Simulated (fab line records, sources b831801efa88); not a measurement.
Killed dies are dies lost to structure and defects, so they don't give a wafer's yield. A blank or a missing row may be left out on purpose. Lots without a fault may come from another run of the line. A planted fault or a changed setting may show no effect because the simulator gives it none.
Which tool did it? | flow sky130 | 13 lots, 39 wafers sampled, at 4 steps of a route of 708

WHAT THE GAUGES READ, wafer by wafer
SKY_SD_N_CD_MEAS_07: target cd 380 nm.
lot  | measured     | on        | cd_nm (nm)
L129 | day 27 21:27 | cd_sem-01 | 377.9 379.5 377.7
L131 | day 28 17:36 | cd_sem-02 | 384.6 384.2 380.1
L132 | day 29 05:49 | cd_sem-02 | 383.9 382.7 383.8
L133 | day 29 13:16 | cd_sem-02 | 381.2 379.6 381.2
L135 | day 29 23:58 | cd_sem-02 | 379.6 382.3 379.6
L136 | day 30 13:35 | cd_sem-02 | 379.3 377.0 377.8
L137 | day 31 11:14 | cd_sem-01 | 379.5 377.4 377.4
L144 | day 33 01:16 | cd_sem-02 | 378.5 379.9 380.5
L146 | day 33 18:56 | cd_sem-01 | 383.3 383.8 382.6
L145 | day 33 20:10 | cd_sem-02 | 376.9 374.6 376.0
L147 | day 34 00:56 | cd_sem-01 | 381.2 379.2 375.9
L149 | day 34 12:32 | cd_sem-02 | 379.1 382.3 380.5
L150 | day 34 16:53 | cd_sem-02 | 380.6 378.9 380.0

SKY_CONTACT_BOW_MEAS_05.
lot  | measured     | on            | CONTACT_BOW (um)
L129 | day 30 09:56 | film_metro-02 | 71 74 78
L131 | day 31 05:47 | film_metro-02 | 79 99 88
L132 | day 31 17:35 | film_metro-02 | 81 83 91
L133 | day 32 00:20 | film_metro-01 | 81 82 94
L135 | day 32 11:57 | film_metro-01 | 79 93 85
L144 | day 35 11:29 | film_metro-01 | 69 73 88
L146 | day 36 03:59 | film_metro-01 | 93 81 87
L145 | day 36 04:55 | film_metro-01 | 68 89 81
L147 | day 36 09:40 | film_metro-03 | 78 83 99
L149 | day 36 23:07 | film_metro-01 | 80 79 76
L150 | day 37 01:20 | film_metro-01 | 80 73 86

WHICH TOOL RAN EACH LOT (tool, then ch and the chambers of the sampled wafers, then the start)
lot  | SKY_SPACER_ETCHBACK_02             | SKY_LI_CONTACT_CMP_24
L129 | rie_diel-01 ch 1,2, day 22 23:07   | cmp-02 ch 0,2,3, day 29 04:17
L131 | rie_diel-04 ch 0,2,3, day 23 21:04 | cmp-02 ch 0,1,2, day 30 00:04
L132 | rie_diel-02 ch 0,3, day 24 10:25   | cmp-02 ch 1,3, day 30 12:22
L133 | rie_diel-02 ch 0,1,3, day 24 17:53 | cmp-01 ch 0,1,2, day 30 19:40
L135 | rie_diel-01 ch 1,3, day 25 06:21   | cmp-01 ch 2,3, day 31 06:40
L136 | rie_diel-01 ch 0,3, day 25 21:15   | cmp-02 ch 1,2, day 31 20:16
L137 | rie_diel-01 ch 1,2,3, day 26 19:11 | cmp-01 ch 0,2,3, day 32 16:53
L144 | rie_diel-02 ch 2,3, day 28 12:45   | cmp-01 ch 0,1,2, day 34 07:04
L146 | rie_diel-04 ch 0,1,2, day 29 05:44 | cmp-02 ch 1,2,3, day 35 00:26
L145 | rie_diel-02 ch 0,1, day 29 08:00   | cmp-01 ch 0,2,3, day 35 01:40
L147 | rie_diel-02 ch 0,1,2, day 29 12:20 | cmp-01 ch 2,3, day 35 06:26
L149 | rie_diel-02 ch 1,2, day 30 01:34   | cmp-02 ch 0,3, day 35 17:49
L150 | rie_diel-01 ch 0,2, day 30 05:10   | cmp-02 ch 0,1,3, day 35 21:58
- SKY_SPACER_ETCHBACK_02: etches Si3N4 in CH3F/O2, stops on SiO2, time 46.7 s, target depth 45 nm.
- SKY_LI_CONTACT_CMP_24: polishes, stops on PSG, t overpolish 20 s, target thk 0 nm.

WHAT THE TOOLS THEMSELVES READ (means of the sampled wafers that have a number; where no wafer has one, the mark that the record gives instead)
SKY_SPACER_ETCHBACK_02.
lot  | tool        | bias_w (W) | drypump_motor_current_A (A) | oes_product_au (a.u.) | throttle_valve_pct (%)
L129 | rie_diel-01 | 79.99      | 5.91                        | 0.855                 | 10.551
L131 | rie_diel-04 | 79.88      | 5.62                        | 0.856                 | 10.563
L132 | rie_diel-02 | 80.03      | 5.75                        | 0.850                 | 10.570
L133 | rie_diel-02 | 80.10      | 5.68                        | 0.854                 | 10.567
L135 | rie_diel-01 | 79.85      | 5.81                        | 0.855                 | 10.562
L136 | rie_diel-01 | 79.70      | 5.65                        | 0.858                 | 10.562
L137 | rie_diel-01 | 80.06      | 5.87                        | 0.855                 | 10.563
L144 | rie_diel-02 | 79.92      | 6.11                        | 0.852                 | 10.559
L146 | rie_diel-04 | 80.01      | 5.64                        | 0.852                 | 10.567
L145 | rie_diel-02 | 80.25      | 5.37                        | 0.852                 | 10.560
L147 | rie_diel-02 | 80.12      | 5.60                        | 0.853                 | 10.564
L149 | rie_diel-02 | 80.29      | 5.51                        | 0.855                 | 10.558
L150 | rie_diel-01 | 79.75      | 5.70                        | 0.859                 | 10.561

SKY_LI_CONTACT_CMP_24.
lot  | tool   | edge_zone_pressure_frac | head_pressure_psi (psi) | motor_current_A (A) | overpolish_run_s (s) | time_to_endpoint_s (s)
L129 | cmp-02 | 1.000                   | 3.497                   | 11.3                | 19.993               | 99
L131 | cmp-02 | 1.000                   | 3.498                   | 10.4                | 19.993               | 97
L132 | cmp-02 | 0.999                   | 3.507                   | 12.7                | 19.994               | 99
L133 | cmp-01 | 1.001                   | 3.499                   | 11.1                | 20.000               | 92
L135 | cmp-01 | 0.997                   | 3.502                   | 10.9                | 20.002               | 100
L136 | cmp-02 | -                       | -                       | -                   | -                    | -
L137 | cmp-01 | -                       | -                       | -                   | -                    | -
L144 | cmp-01 | 1.001                   | 3.501                   | 10.9                | 20.001               | 92
L146 | cmp-02 | 1.000                   | 3.501                   | 11.1                | 19.997               | 100
L145 | cmp-01 | 0.997                   | 3.496                   | 11.2                | 20.005               | 101
L147 | cmp-01 | 1.004                   | 3.503                   | 10.9                | 20.002               | 102
L149 | cmp-02 | 1.001                   | 3.498                   | 12.1                | 19.992               | 104
L150 | cmp-02 | 0.999                   | 3.498                   | 11.6                | 20.005               | 95

THE ANSWER, worked out from the rows above alone
Rule: what is usual is taken from the lots themselves. Put in order of their means at a reading, lots are off if they are a third of the lots or fewer, leave a main group of 4 or more, and stand apart from it by a gap of 3 or more times the standard deviation of the main group's means; of several such gaps the widest counts. A main group whose means are all the same, to the digits that the tables above print for the reading, isn't used. A lot without any number at a reading at which 4 lots or more have one is off too. The other lots that the step has rows for count as sound. The gauges are gone through in route order, then the tools' own readings, and for those a lot's mean is taken as printed above. The first step at which some lot is off is used, and at that step the reading that is off furthest; a lot without a number counts as furthest.
Off: L136, L137, at SKY_LI_CONTACT_CMP_24 (edge_zone_pressure_frac). Without a number there: L136, L137. The main group: mean 1.000, standard deviation 0.0019.
A tool fits if, at that step or a process step before it, it ran every lot that is off, and no sound lot after the first of them. None of those tried fits.

WHAT THE SIMULATOR HAD PUT IN
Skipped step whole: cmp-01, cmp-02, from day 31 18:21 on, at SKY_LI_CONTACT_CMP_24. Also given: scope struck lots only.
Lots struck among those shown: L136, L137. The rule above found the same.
